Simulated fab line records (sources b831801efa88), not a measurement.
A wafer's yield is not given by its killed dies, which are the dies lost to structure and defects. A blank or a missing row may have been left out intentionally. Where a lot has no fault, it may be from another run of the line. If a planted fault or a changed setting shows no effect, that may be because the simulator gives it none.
Chamber matching    flow sky130    4 sister chambers for SKY_POLY_GATE_ETCH_17 on rie-si-01
The step etches poly-Si in HBr/Cl2, stops on SiO2, target depth 180 nm, time 70.5 s. 8 wafers are shown with their chamber, then 12 later ones without.

## WAFERS, EACH WITH ITS CHAMBER
wafer   chamber  drypump-motor-current-A (A)  oes-product-au (a.u.)
L081.2  3        5.68                         0.976
L082.5  3        5.68                         0.981
L085.5  1        5.55                         0.976
L087.2  0        5.38                         1.002
L087.4  1        5.53                         0.975
L089.3  2        6.03                         0.983
L089.4  0        5.40                         0.990
L089.5  2        6.03                         0.991

## WAFERS WHOSE CHAMBER IS MISSING
wafer   drypump-motor-current-A (A)  oes-product-au (a.u.)
L091.1  5.52                         0.973
L091.3  5.67                         0.974
L091.6  5.54                         0.979
L093.1  6.03                         0.990
L093.3  5.55                         0.984
L093.5  6.04                         0.991
L095.1  5.40                         0.986
L095.3  5.69                         0.972
L095.6  5.67                         0.977
L097.1  5.52                         0.984
L097.3  5.70                         0.977
L097.4  6.04                         0.984

## CHAMBER TAKEN BY EACH
wafer   from the rows above  in truth
L091.1  1                    1
L091.3  3                    3
L091.6  1                    1
L093.1  2                    2
L093.3  1                    1
L093.5  2                    2
L095.1  0                    0
L095.3  3                    3
L095.6  3                    3
L097.1  1                    1
L097.3  3                    3
L097.4  2                    2
Placed correctly: 12 of 12. From these rows, 0 cannot be placed. Wrongly placed: 0.
How it was worked out, from the rows above alone: a wafer's distance from a chamber is the root of the sum, over the readings, of the square of ((its reading less the chamber's mean) divided by the reading's scatter). The wafer belongs to the nearest chamber; if the next one is less than 2 further off, it can't be placed. A chamber's mean is the mean of its shown wafers. How the scatter is found: for the shown wafers, subtract from each reading the mean of its chamber, square and add these, divide the total by (wafers less chambers), then take the root.
